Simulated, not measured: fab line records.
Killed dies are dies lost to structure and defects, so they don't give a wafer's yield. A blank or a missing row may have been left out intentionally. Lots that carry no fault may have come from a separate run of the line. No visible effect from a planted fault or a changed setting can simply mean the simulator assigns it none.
A single fault, viewed from 2 desks / flow gf180mcu / numbers are kept per desk, each desk with only its own; the story behind them comes last

## METROLOGY DESK
Means of the sampled wafers that have a number, per lot and without regard to the tool the lot ran on: this is what the gauges read. Marked OUT: a lot whose mean sits more than 4 standard deviations from the usual mean, which makes it out of limits; the brackets give that distance.
Columns: A = V2_BOW at GF_V2_BOW_MEAS_05, usual 99 um; B = cd-nm at GF_V2_CD_MEAS_14, usual 260.5 nm; C = V2_OVL at GF_V2_OVL_MEAS_15, usual 0 nm
lot=L641; first seen here=day 19 05:07; A=108; B=259.8; C=1
lot=L643; first seen here=day 20 09:19; A=99; B=259.4; C=-1
lot=L650; first seen here=day 23 01:33; A=101; B=258.8; C=0
lot=L658; first seen here=day 25 22:29; A=104; B=259.1; C=-1
lot=L662; first seen here=day 26 22:58; A=96; B=261.7; C=4
This desk's verdict: no lot among the 5 shows anything out of limits.

## THE TOOL OWNER'S DESK: rie-diel-02
The tool's own readings at GF_V2_ETCH_17 (etches SiO2 in C4F8/O2/Ar, stops on TiN, target depth 630 nm): means of the sampled wafers that have a number, for each lot that ran on this tool. Marked OUT: a lot whose mean sits more than 4 standard deviations from the usual mean, which makes it out of limits; the brackets give that distance.
Columns: A = bias-w at GF_V2_ETCH_17, usual 1200 W; B = oes-product-au at GF_V2_ETCH_17, usual 0.856 a.u.
lot=L641; first seen here=day 20 04:00; A=1196; B=0.848
lot=L658; first seen here=day 26 19:00; A=1216 (+4.4) OUT; B=0.857
This desk's finding: out of limits on L658; first on L658, day 26 19:00 (bias-w at GF_V2_ETCH_17). In limits: L641.

## PUT TOGETHER
At day 26 19:00, on L658, the tool owner's desk was in a position to raise an alarm.
The metrology desk saw nothing out of limits.
The metrology desk holds a record of L658, inside its limits.
GF_V2_ETCH_17 was run on rie-diel-02 by each of the lots named.

## WHAT THE SIMULATOR HAD PUT IN
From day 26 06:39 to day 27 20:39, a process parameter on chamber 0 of rie-diel-02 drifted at GF_V2_ETCH_17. Setting bias-w shifted by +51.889 from 1200. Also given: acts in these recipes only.
Shown lots that were struck: L658.
Time in hours from fault onset to the first out-of-limits reading at each desk: the tool owner's desk, 12.
